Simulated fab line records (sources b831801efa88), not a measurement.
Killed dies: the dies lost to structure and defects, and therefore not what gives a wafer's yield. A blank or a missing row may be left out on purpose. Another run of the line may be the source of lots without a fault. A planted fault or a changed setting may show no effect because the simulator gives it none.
Which of the tools did it?    flow sky130    13 lots with 39 wafers sampled at 5 steps, on a route of 708 steps

## WHAT THE GAUGES READ, wafer by wafer
Not one reading of a measure or inspect step in the record can be checked against a usual standard deviation.

## TOOL THAT RAN EACH LOT (tool first, then ch and the chambers of the sampled wafers, then the start)
lot   SKY_POLY_GATE_CVD_03         SKY_VIA4_CMP_21                SKY_METAL5_SPUTTER_01         SKY_PASSIVATION_CVD_00           SKY_PAD_OPEN_PROBE_99
L533  lpcvd-02 ch 0, day 15 05:14  cmp-02 ch 0,3, day 42 16:20    pvd sputter-03, day 42 16:39  pecvd-04 ch 1,2, day 43 16:17    -
L534  lpcvd-02 ch 1, day 15 22:31  cmp-01 ch 0,3, day 43 05:07    pvd sputter-01, day 43 05:23  pecvd-04 ch 0,1,2, day 44 05:05  -
L535  lpcvd-02 ch 0, day 16 01:05  cmp-02 ch 1,3, day 43 07:47    pvd sputter-01, day 43 08:07  pecvd-04 ch 0,1,2, day 44 07:10  -
L536  lpcvd-02 ch 0, day 16 05:26  cmp-02 ch 1,3, day 43 17:02    pvd sputter-03, day 43 17:18  pecvd-04 ch 0,1,2, day 44 16:02  -
L537  lpcvd-02 ch 0, day 16 14:06  cmp-01 ch 1,2,3, day 44 00:12  pvd sputter-03, day 44 00:25  pecvd-04 ch 0,2, day 44 23:10    -
L538  lpcvd-02 ch 1, day 17 14:10  cmp-02 ch 0,2,3, day 44 18:12  pvd sputter-03, day 44 18:25  pecvd-03 ch 1,2, day 45 15:32    -
L540  lpcvd-02 ch 0, day 17 19:33  cmp-02 ch 0,2,3, day 45 00:39  pvd sputter-03, day 45 00:58  pecvd-01 ch 1,2, day 45 23:13    -
L541  lpcvd-02 ch 0, day 18 01:51  cmp-02 ch 0,1,2, day 45 02:27  pvd sputter-01, day 45 02:40  pecvd-04 ch 0,2, day 46 01:01    -
L542  lpcvd-02 ch 1, day 19 08:26  cmp-01 ch 2,3, day 46 02:22    pvd sputter-04, day 46 02:38  pecvd-01 ch 0,2, day 46 23:44    -
L544  lpcvd-02 ch 0, day 20 03:27  cmp-02 ch 0,1,3, day 46 17:16  pvd sputter-03, day 46 17:37  pecvd-03 ch 0,1,2, day 47 14:57  -
L545  lpcvd-02 ch 1, day 20 04:50  cmp-02 ch 1,2, day 46 12:59    pvd sputter-04, day 46 13:19  pecvd-03 ch 1,2, day 47 10:16    -
L552  lpcvd-02 ch 0, day 22 02:01  cmp-02 ch 1,2,3, day 47 22:24  pvd sputter-03, day 47 22:43  pecvd-04 ch 1,2, day 48 18:43    prober-02, day 50 08:05
L553  lpcvd-02 ch 0, day 23 07:28  cmp-02 ch 0,2,3, day 48 14:55  pvd sputter-04, day 48 15:14  pecvd-01 ch 0,1, day 49 10:24    prober-01, day 50 21:56
- SKY_POLY_GATE_CVD_03: deposits Si3N4 from DCS/NH3, target thk 75 nm, time 1290 s.
- SKY_VIA4_CMP_21: polishes, stops on SiO2, t overpolish 25 s, target thk 0 nm.
- SKY_METAL5_SPUTTER_01: material TiN, target thk 20 nm, time 16.7 s.
- SKY_PASSIVATION_CVD_00: deposits SiO2, target thk 90 nm.
- SKY_PAD_OPEN_PROBE_99

## AS READ BY THE TOOLS THEMSELVES (means over the sampled wafers that have a number; for cases with no such wafer, the mark the record gives instead)
SKY_POLY_GATE_CVD_03. Usual: susceptor temp C at 769.9 C, with a standard deviation of 0.33.
lot   tool      susceptor temp C (C)  flag
L533  lpcvd-02  769.9                 
L534  lpcvd-02  769.9                 
L535  lpcvd-02  770.3                 
L536  lpcvd-02  769.9                 
L537  lpcvd-02  769.8                 
L538  lpcvd-02  770.0                 
L540  lpcvd-02  769.9                 
L541  lpcvd-02  770.1                 
L542  lpcvd-02  769.8                 
L544  lpcvd-02  770.0                 
L545  lpcvd-02  769.7                 
L552  lpcvd-02  769.7                 
L553  lpcvd-02  770.1                 

SKY_VIA4_CMP_21. Usual: motor current A 11.5 A, standard deviation 0.68; overpolish run s 24.999 s, standard deviation 0.0085; time to endpoint s 123 s, standard deviation 3.9.
lot   tool    motor current A (A)  overpolish run s (s)  time to endpoint s (s)  flag
L533  cmp-02  11.7                 25.003                126                     
L534  cmp-01  12.1                 25.000                121                     
L535  cmp-02  11.4                 24.995                127                     
L536  cmp-02  12.0                 25.001                126                     
L537  cmp-01  11.9                 25.002                118                     
L538  cmp-02  11.6                 24.994                128                     
L540  cmp-02  11.3                 25.004                122                     
L541  cmp-02  11.0                 25.005                126                     
L542  cmp-01  11.8                 24.993                119                     
L544  cmp-02  11.2                 24.993                120                     
L545  cmp-02  11.4                 25.005                123                     
L552  cmp-02  11.6                 24.998                125                     
L553  cmp-02  11.4                 24.999                121                     

SKY_METAL5_SPUTTER_01. Usual: cathode dc power W 6499.9 W, standard deviation 1.1; throttle valve pct 29.8 %, standard deviation 0.73.
lot   tool            cathode dc power W (W)  throttle valve pct (%)  flag
L533  pvd sputter-03  6499.4                  29.3                    
L534  pvd sputter-01  6499.0                  30.6                    
L535  pvd sputter-01  6501.3                  30.4                    
L536  pvd sputter-03  6500.7                  29.5                    
L537  pvd sputter-03  6499.7                  29.1                    
L538  pvd sputter-03  6500.4                  29.4                    
L540  pvd sputter-03  6499.8                  29.7                    
L541  pvd sputter-01  6500.5                  30.7                    
L542  pvd sputter-04  6500.7                  29.4                    
L544  pvd sputter-03  6500.2                  29.5                    
L545  pvd sputter-04  6499.3                  29.5                    
L552  pvd sputter-03  6500.0                  29.6                    
L553  pvd sputter-04  6500.1                  29.6                    

SKY_PASSIVATION_CVD_00. Usual: heater power outer w 355 W, standard deviation 60; heater power w 629 W, standard deviation 95; rf fwd power W 590.0 W, standard deviation 2.9; susceptor temp C 399.97 C, standard deviation 0.21.
lot   tool      heater power outer w (W)  heater power w (W)  rf fwd power W (W)  susceptor temp C (C)  flag
L533  pecvd-04  368                       630                 587.4               399.98                
L534  pecvd-04  360                       612                 587.5               399.93                
L535  pecvd-04  329                       575                 588.2               400.15                
L536  pecvd-04  322                       564                 589.5               399.97                
L537  pecvd-04  345                       599                 588.7               400.02                
L538  pecvd-03  358                       673                 592.0               400.01                
L540  pecvd-01  380                       678                 588.6               400.15                
L541  pecvd-04  364                       614                 588.0               400.01                
L542  pecvd-01  370                       601                 591.1               399.99                
L544  pecvd-03  302                       583                 591.3               400.12                
L545  pecvd-03  393                       708                 591.8               399.90                
L552  pecvd-04  304                       559                 588.4               399.79                
L553  pecvd-01  379                       642                 591.0               399.87                

SKY_PAD_OPEN_PROBE_99. Usual: killed_at_M0_to_M3 43, standard deviation 7; killed_at_M4_up 3.3, standard deviation 1.8; killed at contacts 24, standard deviation 6.2; killed at front end 16, standard deviation 4.7; killed at other 0.4, standard deviation 0.58; killed dies 87, standard deviation 10; killed open 47, standard deviation 6.4; killed short 39, standard deviation 7.
lot   tool       killed_at_M0_to_M3  killed_at_M4_up  killed at contacts  killed at front end  killed at other  killed dies  killed open  killed short  flag
L552  prober-02  37                  4.0              21                  58                   0.7              121          45           34            OFF
L553  prober-01  34                  2.3              29                  54                   0.7              121          45           34            OFF

## THE ANSWER, worked out from the rows above alone
Rule: lot off if the mean of its wafers having a number is beyond 3 standard deviations from the usual mean. A lot without any number at a reading at which 4 lots or more have one is off too. Where the step has rows for the other lots, those lots are counted as sound. First the gauges in route order, then the tools' own readings, where a lot's mean is used as printed above. At the first step where some lot is off, the reading lying furthest off is the one used; lots without a number count as furthest.
Off at SKY_PAD_OPEN_PROBE_99 (killed at front end): L552, L553. Neither off nor sound, because the step has no rows for them: L533, L534, L535, L536, L537, L538, L540, L541, L542, L544, L545.
If a tool, at that step or one of the process steps before it, ran each lot that is off and ran no sound lot following the first of them, it fits. Undecided on this evidence; 2 tools fit (lpcvd-02 at SKY_POLY_GATE_CVD_03, cmp-02 at SKY_VIA4_CMP_21).

## WHAT THE SIMULATOR PUT IN
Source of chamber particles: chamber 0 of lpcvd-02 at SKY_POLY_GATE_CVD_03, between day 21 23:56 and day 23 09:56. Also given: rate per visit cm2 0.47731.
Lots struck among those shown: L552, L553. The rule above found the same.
